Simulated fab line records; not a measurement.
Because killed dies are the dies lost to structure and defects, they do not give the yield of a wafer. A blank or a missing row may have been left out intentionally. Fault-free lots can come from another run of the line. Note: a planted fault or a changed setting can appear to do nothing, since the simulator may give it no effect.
Which of the tools did it? | flow sfq_line | 15 lots, 45 wafers sampled, at 4 steps of a route of 325

== WHAT THE GAUGES SHOWED, per wafer ==
No reading from a measuring or inspecting step in the record can be judged against a usual standard deviation.

== EACH LOT AND THE TOOL THAT RAN IT (in order: tool; ch and the chambers of the sampled wafers; start) ==
lot  | SFQ_TRILAYER_M7_BARC_OPEN_METAL_ETCH_229 | SFQ_TRILAYER_M7_ETCH_METAL_ETCH_180 | SFQ_TRILAYER_I7_VIA_LITHO_EXPOSE_188 | SFQ_TRILAYER_I7_VIA_ETCH_VIA_ETCH_190
L424 | rie_metal-02 ch 0,1, day 66 09:58        | rie_metal-02 ch 0,1, day 66 10:01   | krf_scanner-01 ch 0, day 72 00:46    | rie_diel-01 ch 0,2,3, day 72 02:09
L426 | rie_metal-04 ch 0,1, day 66 20:47        | rie_metal-04 ch 0,1, day 66 20:52   | krf_scanner-01 ch 0, day 72 16:46    | rie_diel-01 ch 0,3, day 72 17:45
L428 | rie_metal-04 ch 0,1, day 67 01:34        | rie_metal-04 ch 0,1, day 67 01:37   | krf_scanner-01 ch 0, day 73 04:10    | rie_diel-02 ch 1,2,3, day 73 05:45
L432 | rie_metal-02 ch 0,1, day 69 10:22        | rie_metal-02 ch 0,1, day 69 10:25   | krf_scanner-01, day 74 22:10         | rie_diel-02 ch 0,1,3, day 74 23:45
L433 | rie_metal-02 ch 0,1, day 69 12:46        | rie_metal-02 ch 0,1, day 69 12:49   | krf_scanner-01, day 75 00:34         | rie_diel-03 ch 1,2,3, day 75 02:09
L434 | rie_metal-04 ch 0,1, day 69 20:04        | rie_metal-04 ch 0,1, day 69 20:07   | krf_scanner-01, day 75 06:34         | rie_diel-01 ch 0,1,3, day 75 08:09
L437 | rie_metal-02 ch 0,1, day 70 04:28        | rie_metal-02 ch 0,1, day 70 04:31   | krf_scanner-02 ch 0, day 75 12:56    | rie_diel-02 ch 1,2,3, day 75 14:19
L438 | rie_metal-02 ch 0,1, day 70 08:04        | rie_metal-02 ch 0,1, day 70 08:07   | krf_scanner-02 ch 0, day 75 17:32    | rie_diel-03 ch 0,1,2, day 75 19:07
L439 | rie_metal-02 ch 0,1, day 70 10:29        | rie_metal-02 ch 0,1, day 70 10:34   | krf_scanner-02 ch 0, day 75 23:56    | rie_diel-03 ch 0,1, day 76 01:07
L440 | rie_metal-04 ch 0,1, day 70 14:04        | rie_metal-04 ch 0,1, day 70 14:07   | krf_scanner-02 ch 0, day 76 01:56    | rie_diel-01 ch 1,2,3, day 76 03:31
L441 | rie_metal-01 ch 0,1, day 70 21:16        | rie_metal-01 ch 0,1, day 70 21:19   | krf_scanner-02 ch 0, day 76 04:32    | rie_diel-03 ch 1,3, day 76 05:55
L442 | rie_metal-04 ch 0,1, day 71 04:28        | rie_metal-04 ch 0,1, day 71 04:31   | krf_scanner-01 ch 0, day 76 14:16    | rie_diel-01 ch 0,3, day 76 15:39
L443 | rie_metal-02 ch 0,1, day 71 08:04        | rie_metal-02 ch 0,1, day 71 08:07   | krf_scanner-01 ch 0, day 76 16:28    | rie_diel-02 ch 0,1,2, day 76 18:03
L444 | rie_metal-02 ch 0,1, day 71 10:28        | rie_metal-02 ch 0,1, day 71 10:31   | krf_scanner-01 ch 0, day 76 17:52    | rie_diel-03 ch 0,1, day 76 19:15
L445 | rie_metal-01 ch 0, day 71 14:04          | rie_metal-01 ch 0, day 71 14:07     | krf_scanner-01 ch 0, day 76 21:16    | rie_diel-02 ch 0,1,3, day 76 22:51
- SFQ_TRILAYER_M7_BARC_OPEN_METAL_ETCH_229: etches BARC in O2, target depth 125 nm, time 41.7 s.
- SFQ_TRILAYER_M7_ETCH_METAL_ETCH_180: etches Nb in Cl2/Ar, stops on SiO2, target depth 240 nm, time 120 s.
- SFQ_TRILAYER_I7_VIA_LITHO_EXPOSE_188: exposes mask I7, target cd 1000 nm.
- SFQ_TRILAYER_I7_VIA_ETCH_VIA_ETCH_190: etches SiO2 in CHF3, stops on Nb, target depth 260 nm.

== AS READ BY THE TOOLS THEMSELVES (means over the sampled wafers that have a number; for cases with no such wafer, the mark the record gives instead) ==
SFQ_TRILAYER_M7_BARC_OPEN_METAL_ETCH_229. Usual: bias_w 79.98 W, standard deviation 0.23; chamber_pressure_mTorr 10.002 mTorr, standard deviation 0.0098; drypump_motor_current_A 5.4 A, standard deviation 0.42; he_backside_leak_sccm 3.49 sccm, standard deviation 0.23; oes_product_au 0.685 a.u., standard deviation 0.0048.
lot  | tool         | bias_w (W) | chamber_pressure_mTorr (mTorr) | drypump_motor_current_A (A) | he_backside_leak_sccm (sccm) | oes_product_au (a.u.) | flag
L424 | rie_metal-02 | 79.96      | 10.003                         | 5.8                         | 3.49                         | 0.687                 |
L426 | rie_metal-04 | 79.96      | 9.998                          | 5.0                         | 3.24                         | 0.684                 |
L428 | rie_metal-04 | 80.08      | 10.000                         | 4.9                         | 3.49                         | 0.688                 |
L432 | rie_metal-02 | -          | -                              | -                           | -                            | -                     | OFF
L433 | rie_metal-02 | -          | -                              | -                           | -                            | -                     | OFF
L434 | rie_metal-04 | -          | -                              | -                           | -                            | -                     | OFF
L437 | rie_metal-02 | 79.92      | 10.012                         | 5.9                         | 3.38                         | 0.682                 |
L438 | rie_metal-02 | 80.19      | 10.000                         | 5.9                         | 3.54                         | 0.685                 |
L439 | rie_metal-02 | 79.85      | 10.002                         | 5.8                         | 3.62                         | 0.683                 |
L440 | rie_metal-04 | 80.10      | 9.993                          | 5.0                         | 3.29                         | 0.680                 |
L441 | rie_metal-01 | 80.12      | 10.002                         | 5.1                         | 3.56                         | 0.687                 |
L442 | rie_metal-04 | 79.84      | 10.006                         | 5.0                         | 3.29                         | 0.685                 |
L443 | rie_metal-02 | 79.90      | 10.005                         | 5.8                         | 3.78                         | 0.684                 |
L444 | rie_metal-02 | 79.70      | 9.998                          | 5.8                         | 3.42                         | 0.685                 |
L445 | rie_metal-01 | 80.10      | 9.992                          | 5.1                         | 3.47                         | 0.685                 |

SFQ_TRILAYER_M7_ETCH_METAL_ETCH_180. Usual: bias_w 80.05 W, standard deviation 0.24; chamber_pressure_mTorr 9.999 mTorr, standard deviation 0.01; drypump_motor_current_A 5.4 A, standard deviation 0.42; he_backside_leak_sccm 3.5 sccm, standard deviation 0.43; oes_product_au 0.896 a.u., standard deviation 0.0074.
lot  | tool         | bias_w (W) | chamber_pressure_mTorr (mTorr) | drypump_motor_current_A (A) | he_backside_leak_sccm (sccm) | oes_product_au (a.u.) | flag
L424 | rie_metal-02 | 80.20      | 9.994                          | 5.8                         | 3.6                          | 0.892                 |
L426 | rie_metal-04 | 79.76      | 9.991                          | 5.0                         | 3.3                          | 0.895                 |
L428 | rie_metal-04 | 80.33      | 10.001                         | 4.9                         | 3.3                          | 0.903                 |
L432 | rie_metal-02 | 80.09      | 9.993                          | 5.9                         | 3.4                          | 0.375                 | OFF
L433 | rie_metal-02 | 79.77      | 9.998                          | 5.9                         | 3.4                          | 0.375                 | OFF
L434 | rie_metal-04 | 80.09      | 9.991                          | 4.9                         | 3.2                          | 0.373                 | OFF
L437 | rie_metal-02 | 80.14      | 9.997                          | 5.9                         | 3.5                          | 0.897                 |
L438 | rie_metal-02 | 80.08      | 9.995                          | 5.9                         | 3.3                          | 0.892                 |
L439 | rie_metal-02 | 79.97      | 10.003                         | 5.8                         | 4.7                          | 0.894                 |
L440 | rie_metal-04 | 79.96      | 10.003                         | 5.0                         | 3.2                          | 0.890                 |
L441 | rie_metal-01 | 80.01      | 9.999                          | 5.1                         | 3.5                          | 0.899                 |
L442 | rie_metal-04 | 80.39      | 10.001                         | 5.0                         | 3.3                          | 0.883                 |
L443 | rie_metal-02 | 80.37      | 10.001                         | 5.8                         | 3.6                          | 0.896                 |
L444 | rie_metal-02 | 80.16      | 9.988                          | 5.8                         | 3.6                          | 0.893                 |
L445 | rie_metal-01 | 80.03      | 10.004                         | 5.1                         | 3.2                          | 0.896                 |

SFQ_TRILAYER_I7_VIA_LITHO_EXPOSE_188. Usual: exposure_dose_mJ_cm2 21.302, standard deviation 0.019; focus_offset_nm 0.0 nm, standard deviation 0.55; stage_vel_mm_s 500.04 mm/s, standard deviation 0.25.
lot  | tool           | exposure_dose_mJ_cm2 | focus_offset_nm (nm) | stage_vel_mm_s (mm/s) | flag
L424 | krf_scanner-01 | 21.298               | 0.0                  | 499.81                |
L426 | krf_scanner-01 | 21.304               | -0.2                 | 500.02                |
L428 | krf_scanner-01 | 21.296               | 0.2                  | 499.97                |
L432 | krf_scanner-01 | -                    | -                    | -                     | OFF
L433 | krf_scanner-01 | -                    | -                    | -                     | OFF
L434 | krf_scanner-01 | -                    | -                    | -                     | OFF
L437 | krf_scanner-02 | 21.297               | -0.6                 | 500.26                |
L438 | krf_scanner-02 | 21.285               | 0.4                  | 500.03                |
L439 | krf_scanner-02 | 21.285               | 0.1                  | 499.74                |
L440 | krf_scanner-02 | 21.285               | 0.3                  | 500.07                |
L441 | krf_scanner-02 | 21.309               | 0.3                  | 499.81                |
L442 | krf_scanner-01 | 21.293               | 0.7                  | 499.80                |
L443 | krf_scanner-01 | 21.301               | -0.2                 | 500.11                |
L444 | krf_scanner-01 | 21.326               | -0.7                 | 500.13                |
L445 | krf_scanner-01 | 21.294               | 0.5                  | 499.92                |

SFQ_TRILAYER_I7_VIA_ETCH_VIA_ETCH_190. Usual: bias_w 80.01 W, standard deviation 0.22; chamber_pressure_mTorr 30.00 mTorr, standard deviation 0.031; drypump_motor_current_A 5.7 A, standard deviation 0.35; oes_product_au 0.855 a.u., standard deviation 0.0056.
lot  | tool        | bias_w (W) | chamber_pressure_mTorr (mTorr) | drypump_motor_current_A (A) | oes_product_au (a.u.) | flag
L424 | rie_diel-01 | 80.10      | 29.99                          | 5.9                         | 0.853                 |
L426 | rie_diel-01 | 79.98      | 30.02                          | 6.0                         | 0.850                 |
L428 | rie_diel-02 | 79.88      | 30.01                          | 5.7                         | 0.855                 |
L432 | rie_diel-02 | 79.92      | 30.01                          | 5.8                         | 0.380                 | OFF
L433 | rie_diel-03 | 79.89      | 30.01                          | 5.7                         | 0.371                 | OFF
L434 | rie_diel-01 | 80.14      | 30.00                          | 5.9                         | 0.377                 | OFF
L437 | rie_diel-02 | 80.12      | 30.02                          | 5.7                         | 0.858                 |
L438 | rie_diel-03 | 80.00      | 30.01                          | 5.3                         | 0.856                 |
L439 | rie_diel-03 | 79.91      | 29.99                          | 5.2                         | 0.853                 |
L440 | rie_diel-01 | 80.45      | 29.97                          | 5.9                         | 0.849                 |
L441 | rie_diel-03 | 79.80      | 29.99                          | 5.5                         | 0.860                 |
L442 | rie_diel-01 | 80.24      | 29.98                          | 6.0                         | 0.856                 |
L443 | rie_diel-02 | 80.01      | 29.97                          | 5.7                         | 0.851                 |
L444 | rie_diel-03 | 80.13      | 29.99                          | 5.0                         | 0.858                 |
L445 | rie_diel-02 | 80.19      | 30.01                          | 5.7                         | 0.858                 |

== THE ANSWER, worked out from the rows above alone ==
Rule: lot off if the mean of its wafers having a number is beyond 3 standard deviations from the usual mean. Also off: a lot with no number at a reading for which 4 or more lots have one. The other lots that the step has rows for count as sound. Order of review: gauges by route order, followed by the tools' own readings, for which a lot's mean as printed above is used. At the first step where some lot is off, the reading lying furthest off is the one used; lots without a number count as furthest.
Off at SFQ_TRILAYER_M7_BARC_OPEN_METAL_ETCH_229 (bias_w): L432, L433, L434. Without a number there: L432, L433, L434.
A tool fits if, at that step or a process step before it, it ran every lot that is off, and no sound lot after the first of them. No candidate that was tried fits.

== WHAT THE SIMULATOR HAD INSERTED ==
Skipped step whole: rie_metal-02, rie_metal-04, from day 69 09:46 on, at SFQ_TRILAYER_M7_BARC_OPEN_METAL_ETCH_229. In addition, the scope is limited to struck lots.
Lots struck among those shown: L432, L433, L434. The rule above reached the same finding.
